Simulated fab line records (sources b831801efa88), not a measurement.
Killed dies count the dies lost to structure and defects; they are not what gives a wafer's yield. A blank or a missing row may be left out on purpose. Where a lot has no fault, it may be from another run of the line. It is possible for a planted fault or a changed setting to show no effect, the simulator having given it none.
Which tool did it? || flow sky130 || 12 lots, 36 wafers sampled, at 2 steps of a route of 708

== WHAT THE GAUGES READ, wafer by wafer ==
SKY_VIA2_THK_MEAS_01.
{"lot": "L074", "measured": "day 35 22:57", "on": "film metro-01", "VIA2_HDPCVD_THK (nm)": "1172 1176 1186"}
{"lot": "L077", "measured": "day 36 18:22", "on": "film metro-03", "VIA2_HDPCVD_THK (nm)": "1179 1191 1174"}
{"lot": "L078", "measured": "day 37 08:02", "on": "film metro-01", "VIA2_HDPCVD_THK (nm)": "1170 1148 1156"}
{"lot": "L082", "measured": "day 39 08:56", "on": "film metro-01", "VIA2_HDPCVD_THK (nm)": "1166 1176 1181"}
{"lot": "L085", "measured": "day 39 13:37", "on": "film metro-02", "VIA2_HDPCVD_THK (nm)": "1170 1181 1173"}
{"lot": "L080", "measured": "day 39 15:16", "on": "film metro-02", "VIA2_HDPCVD_THK (nm)": "1165 1157 1181"}
{"lot": "L088", "measured": "day 39 17:51", "on": "film metro-03", "VIA2_HDPCVD_THK (nm)": "1164 1188 1187"}
{"lot": "L089", "measured": "day 39 18:47", "on": "film metro-01", "VIA2_HDPCVD_THK (nm)": "1196 1187 1188"}
{"lot": "L091", "measured": "day 40 18:21", "on": "film metro-01", "VIA2_HDPCVD_THK (nm)": "1211 1202 1200"}
{"lot": "L093", "measured": "day 40 22:46", "on": "film metro-01", "VIA2_HDPCVD_THK (nm)": "1177 1191 1169"}
{"lot": "L095", "measured": "day 41 06:43", "on": "film metro-03", "VIA2_HDPCVD_THK (nm)": "1167 1181 1191"}
{"lot": "L097", "measured": "day 41 22:19", "on": "film metro-03", "VIA2_HDPCVD_THK (nm)": "1186 1176 1190"}

== TOOL THAT RAN EACH LOT (tool first, then ch and the chambers of the sampled wafers, then the start) ==
{"lot": "L074", "SKY_VIA1_STRIP_16": "plasma asher-04 ch 0,1, day 34 17:46"}
{"lot": "L077", "SKY_VIA1_STRIP_16": "plasma asher-04 ch 0,1, day 35 13:43"}
{"lot": "L078", "SKY_VIA1_STRIP_16": "plasma asher-03 ch 0,1, day 36 03:00"}
{"lot": "L082", "SKY_VIA1_STRIP_16": "plasma asher-03 ch 0,1, day 38 05:22"}
{"lot": "L085", "SKY_VIA1_STRIP_16": "plasma asher-04 ch 0,1, day 38 10:37"}
{"lot": "L080", "SKY_VIA1_STRIP_16": "plasma asher-03 ch 0,1, day 38 11:52"}
{"lot": "L088", "SKY_VIA1_STRIP_16": "plasma asher-01 ch 0,1, day 38 14:23"}
{"lot": "L089", "SKY_VIA1_STRIP_16": "plasma asher-03 ch 0,1, day 38 15:53"}
{"lot": "L091", "SKY_VIA1_STRIP_16": "plasma asher-03 ch 0,1, day 39 16:20"}
{"lot": "L093", "SKY_VIA1_STRIP_16": "plasma asher-01 ch 0,1, day 39 19:49"}
{"lot": "L095", "SKY_VIA1_STRIP_16": "plasma asher-01 ch 0,1, day 40 04:26"}
{"lot": "L097", "SKY_VIA1_STRIP_16": "plasma asher-04 ch 0,1, day 40 20:13"}
- SKY_VIA1_STRIP_16: strips in O2/N2.

== THE ANSWER, worked out from the rows above alone ==
Rule: what is usual is taken from the lots themselves. The widest of any qualifying gaps counts: lots, ordered by their means at a reading, are off when they make up no more than a third of the lots, leave a main group of 4 or more, and stand apart from it by 3 or more times the standard deviation of that group's means. The tables above print the reading to a certain number of digits; a main group whose means all agree to those digits is not used. Also off: a lot with no number at a reading for which 4 or more lots have one. Where the step has rows for the other lots, those lots are counted as sound.
None of the lots is off at any reading shown; this tells nothing.

== WHAT WAS PUT IN BY THE SIMULATOR ==
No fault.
